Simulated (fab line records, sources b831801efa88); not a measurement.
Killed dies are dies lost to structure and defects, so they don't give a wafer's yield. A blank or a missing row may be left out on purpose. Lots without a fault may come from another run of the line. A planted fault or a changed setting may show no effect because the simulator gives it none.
Which tool did it? | flow sky130 | 13 lots, 39 wafers sampled, at 5 steps of a route of 708

WHAT THE GAUGES READ, wafer by wafer
SKY_POLY_GATE_OVL_MEAS_14.
lot  | measured     | on         | POLY_GATE_OVL (nm)
L486 | day 15 22:23 | overlay-01 | 11 9 10
L487 | day 16 16:59 | overlay-01 | 13 4 18
L488 | day 16 21:48 | overlay-01 | 14 16 13
L489 | day 17 04:07 | overlay-01 | 10 10 9
L491 | day 18 04:09 | overlay-02 | 9 12 9
L499 | day 21 08:16 | overlay-01 | -9 -4 -18
L500 | day 21 15:27 | overlay-01 | 14 7 6
L502 | day 22 03:44 | overlay-01 | 8 -1 2
L503 | day 22 12:56 | overlay-02 | 0 6 4
L504 | day 22 18:40 | overlay-01 | -6 1 0
L505 | day 23 02:07 | overlay-01 | 8 6 7
L507 | day 23 20:19 | overlay-02 | 16 8 11
L508 | day 24 01:01 | overlay-02 | -8 -4 -2

SKY_RES_XHIGH_TW_MEAS_09.
lot  | measured     | on            | RES_XHIGH_TW
L486 | day 26 05:37 | film_metro-01 | 1640 1641 1639
L487 | day 26 23:08 | film_metro-04 | 1628 1634 1635
L488 | day 27 02:44 | film_metro-02 | 1635 1631 1632
L489 | day 27 10:39 | film_metro-02 | 1631 1641 1639
L491 | day 28 07:10 | film_metro-02 | 30 30 30
L499 | day 31 06:19 | film_metro-01 | 1638 1635 1654
L500 | day 31 14:10 | film_metro-04 | 1621 1620 1619
L502 | day 31 22:54 | film_metro-04 | 1620 1618 1625
L503 | day 32 06:37 | film_metro-04 | 1626 1635 1623
L504 | day 32 18:58 | film_metro-01 | 1653 1664 1649
L505 | day 32 21:30 | film_metro-02 | 1636 1644 1642
L507 | day 33 13:01 | film_metro-04 | 1644 1624 1627
L508 | day 33 17:07 | film_metro-02 | 1637 1642 1636

WHICH TOOL RAN EACH LOT (tool, then ch and the chambers of the sampled wafers, then the start)
lot  | SKY_POLY_CUT_ETCH_10               | SKY_POLY_CUT_ETCH_11               | SKY_RES_XHIGH_EXPOSE_04
L486 | rie_diel-01 ch 0,1,2, day 23 18:25 | rie_diel-01 ch 0,1,2, day 23 18:27 | iline_stepper-02 ch 0, day 25 15:09
L487 | rie_diel-01 ch 0,1,2, day 24 12:29 | rie_diel-01 ch 0,1,2, day 24 12:32 | iline_stepper-01 ch 0, day 26 09:03
L488 | rie_diel-04 ch 0,1,2, day 24 16:56 | rie_diel-04 ch 0,1,2, day 24 16:59 | iline_stepper-02 ch 0, day 26 12:46
L489 | rie_diel-04 ch 0,2,3, day 25 00:41 | rie_diel-04 ch 0,2,3, day 25 00:44 | iline_stepper-01 ch 0, day 26 20:24
L491 | rie_diel-01 ch 0,1,2, day 25 22:22 | rie_diel-01 ch 0,1,2, day 25 22:24 | iline_stepper-01 ch 0, day 27 17:07
L499 | rie_diel-04 ch 0,3, day 28 20:58   | rie_diel-04 ch 0,3, day 28 21:00   | iline_stepper-01 ch 0, day 30 16:39
L500 | rie_diel-01 ch 0,3, day 29 05:52   | rie_diel-01 ch 0,3, day 29 05:54   | iline_stepper-01 ch 0, day 31 00:22
L502 | rie_diel-01 ch 0,3, day 29 15:04   | rie_diel-01 ch 0,3, day 29 15:06   | iline_stepper-01 ch 0, day 31 09:12
L503 | rie_diel-04 ch 0,1, day 30 00:04   | rie_diel-04 ch 0,1, day 30 00:06   | iline_stepper-01 ch 0, day 31 17:10
L504 | rie_diel-04 ch 1,2,3, day 30 11:46 | rie_diel-04 ch 1,2,3, day 30 11:48 | iline_stepper-02 ch 0, day 32 05:42
L505 | rie_diel-02 ch 0,2,3, day 30 14:07 | rie_diel-02 ch 0,2,3, day 30 14:09 | iline_stepper-02 ch 0, day 32 07:57
L507 | rie_diel-02 ch 1,3, day 31 06:16   | rie_diel-02 ch 1,3, day 31 06:18   | iline_stepper-02 ch 0, day 32 23:27
L508 | rie_diel-01 ch 0,1,2, day 31 09:11 | rie_diel-01 ch 0,1,2, day 31 09:14 | iline_stepper-01 ch 0, day 33 03:50
- SKY_POLY_CUT_ETCH_10: etches BARC in N2/H2, stops on SiO2, time 45.9 s, target depth 60 nm.
- SKY_POLY_CUT_ETCH_11: etches Si3N4 in CF4/CH2F2/Ar, stops on poly-Si, time 42.5 s, target depth 60 nm.
- SKY_RES_XHIGH_EXPOSE_04: exposes mask URPM, target cd 1270 nm.

WHAT THE TOOLS THEMSELVES READ (means of the sampled wafers that have a number; where no wafer has one, the mark that the record gives instead)
SKY_POLY_CUT_ETCH_10.
lot  | tool        | drypump_motor_current_A (A) | oes_product_au (a.u.) | throttle_valve_pct (%)
L486 | rie_diel-01 | 5.9                         | 0.856                 | 13.224
L487 | rie_diel-01 | 5.9                         | 0.853                 | 13.232
L488 | rie_diel-04 | 5.3                         | 0.860                 | 13.224
L489 | rie_diel-04 | 5.2                         | 0.852                 | 13.230
L491 | rie_diel-01 | 5.9                         | 0.854                 | 13.226
L499 | rie_diel-04 | 5.3                         | 0.854                 | 13.225
L500 | rie_diel-01 | 5.7                         | 0.850                 | 13.223
L502 | rie_diel-01 | 5.7                         | 0.856                 | 13.223
L503 | rie_diel-04 | 5.3                         | 0.853                 | 13.225
L504 | rie_diel-04 | 5.4                         | 0.856                 | 13.230
L505 | rie_diel-02 | 5.9                         | 0.854                 | 13.225
L507 | rie_diel-02 | 5.9                         | 0.854                 | 13.223
L508 | rie_diel-01 | 5.9                         | 0.854                 | 13.227

SKY_POLY_CUT_ETCH_11.
lot  | tool        | drypump_motor_current_A (A) | mfc_ar_sccm (sccm) | oes_product_au (a.u.) | throttle_valve_pct (%)
L486 | rie_diel-01 | 5.9                         | 149.8              | 0.835                 | 15.000
L487 | rie_diel-01 | 5.9                         | 150.1              | 0.819                 | 14.993
L488 | rie_diel-04 | 5.3                         | 149.7              | 0.823                 | 15.002
L489 | rie_diel-04 | 5.2                         | 149.9              | 0.830                 | 14.996
L491 | rie_diel-01 | 5.9                         | 150.1              | 0.827                 | 15.002
L499 | rie_diel-04 | 5.3                         | 149.7              | 0.834                 | 14.994
L500 | rie_diel-01 | 5.7                         | 150.0              | 0.829                 | 15.000
L502 | rie_diel-01 | 5.7                         | 150.1              | 0.833                 | 14.996
L503 | rie_diel-04 | 5.4                         | 150.1              | 0.826                 | 14.992
L504 | rie_diel-04 | 5.4                         | 150.3              | 0.835                 | 14.999
L505 | rie_diel-02 | 5.9                         | 150.0              | 0.831                 | 14.989
L507 | rie_diel-02 | 5.9                         | 150.9              | 0.822                 | 14.992
L508 | rie_diel-01 | 5.9                         | 149.6              | 0.837                 | 14.997

THE ANSWER, worked out from the rows above alone
Rule: what is usual is taken from the lots themselves. Put in order of their means at a reading, lots are off if they are a third of the lots or fewer, leave a main group of 4 or more, and stand apart from it by a gap of 3 or more times the standard deviation of the main group's means; of several such gaps the widest counts. A main group whose means are all the same, to the digits that the tables above print for the reading, isn't used. A lot without any number at a reading at which 4 lots or more have one is off too. The other lots that the step has rows for count as sound. The gauges are gone through in route order, then the tools' own readings, and for those a lot's mean is taken as printed above. The first step at which some lot is off is used, and at that step the reading that is off furthest; a lot without a number counts as furthest.
Off: L491, at SKY_RES_XHIGH_TW_MEAS_09 (RES_XHIGH_TW). The main group: mean 1635, standard deviation 9.3.
A tool fits if, at a process step before that reading, it ran every lot that is off, and no sound lot after the first of them. The gauges at SKY_RES_XHIGH_TW_MEAS_09 are tried like those tools. None of those tried fits.

WHAT THE SIMULATOR HAD PUT IN
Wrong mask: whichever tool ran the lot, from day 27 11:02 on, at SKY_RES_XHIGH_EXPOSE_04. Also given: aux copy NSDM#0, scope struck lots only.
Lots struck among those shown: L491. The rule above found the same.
